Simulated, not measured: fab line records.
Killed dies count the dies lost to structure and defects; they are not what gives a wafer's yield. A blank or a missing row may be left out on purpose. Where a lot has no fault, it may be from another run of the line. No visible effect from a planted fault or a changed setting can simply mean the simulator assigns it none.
Chamber matching || flow gf180mcu || 3 sister chambers for GF_PASSIVATION_CVD_00 on pecvd-04
The step deposits SiO2 from TEOS, target thk 1000 nm, time 111.95 s. 6 wafers are shown with their chamber, then 7 later ones without.

WAFERS, EACH WITH ITS CHAMBER
{"wafer": "L078.4", "chamber": 2, "heater-power-w (W)": 794, "susceptor-temp-C (C)": 400.06}
{"wafer": "L082.4", "chamber": 0, "heater-power-w (W)": 607, "susceptor-temp-C (C)": 399.89}
{"wafer": "L090.4", "chamber": 0, "heater-power-w (W)": 776, "susceptor-temp-C (C)": 399.87}
{"wafer": "L090.5", "chamber": 1, "heater-power-w (W)": 699, "susceptor-temp-C (C)": 400.05}
{"wafer": "L091.1", "chamber": 2, "heater-power-w (W)": 720, "susceptor-temp-C (C)": 399.71}
{"wafer": "L091.2", "chamber": 1, "heater-power-w (W)": 746, "susceptor-temp-C (C)": 399.53}

WAFERS MISSING THEIR CHAMBER
{"wafer": "L091.5", "heater-power-w (W)": 776, "susceptor-temp-C (C)": 399.89}
{"wafer": "L092.2", "heater-power-w (W)": 654, "susceptor-temp-C (C)": 399.69}
{"wafer": "L092.4", "heater-power-w (W)": 715, "susceptor-temp-C (C)": 399.69}
{"wafer": "L092.5", "heater-power-w (W)": 779, "susceptor-temp-C (C)": 400.19}
{"wafer": "L093.2", "heater-power-w (W)": 675, "susceptor-temp-C (C)": 400.22}
{"wafer": "L093.3", "heater-power-w (W)": 787, "susceptor-temp-C (C)": 400.04}
{"wafer": "L093.6", "heater-power-w (W)": 712, "susceptor-temp-C (C)": 399.96}

WHICH CHAMBER EACH ONE RAN IN
{"wafer": "L091.5", "from the rows above": "can't be placed: 2 or 1 or 0", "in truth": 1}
{"wafer": "L092.2", "from the rows above": "can't be placed: 0 or 1 or 2", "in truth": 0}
{"wafer": "L092.4", "from the rows above": "can't be placed: 1 or 0 or 2", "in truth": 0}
{"wafer": "L092.5", "from the rows above": "can't be placed: 2 or 0 or 1", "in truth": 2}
{"wafer": "L093.2", "from the rows above": "can't be placed: 0 or 2 or 1", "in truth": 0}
{"wafer": "L093.3", "from the rows above": "can't be placed: 2 or 1 or 0", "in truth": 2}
{"wafer": "L093.6", "from the rows above": "can't be placed: 0 or 2 or 1", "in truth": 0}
0 of 7 placed correctly. Not placeable from these rows: 7 (in 7, the candidates include the true chamber). Number placed wrongly: 0.
How it was worked out, from the rows above alone: a wafer's distance from a chamber is the root of the sum, over the readings, of the square of ((its reading less the chamber's mean) divided by the reading's scatter). If the next closest chamber is less than 2 further off than the closest, the wafer can't be placed; otherwise it belongs to the closest. A chamber's mean is the mean of its shown wafers. The scatter: take each reading less its chamber's mean, square it, sum over the shown wafers, divide by the number of wafers less the number of chambers, and take the root.
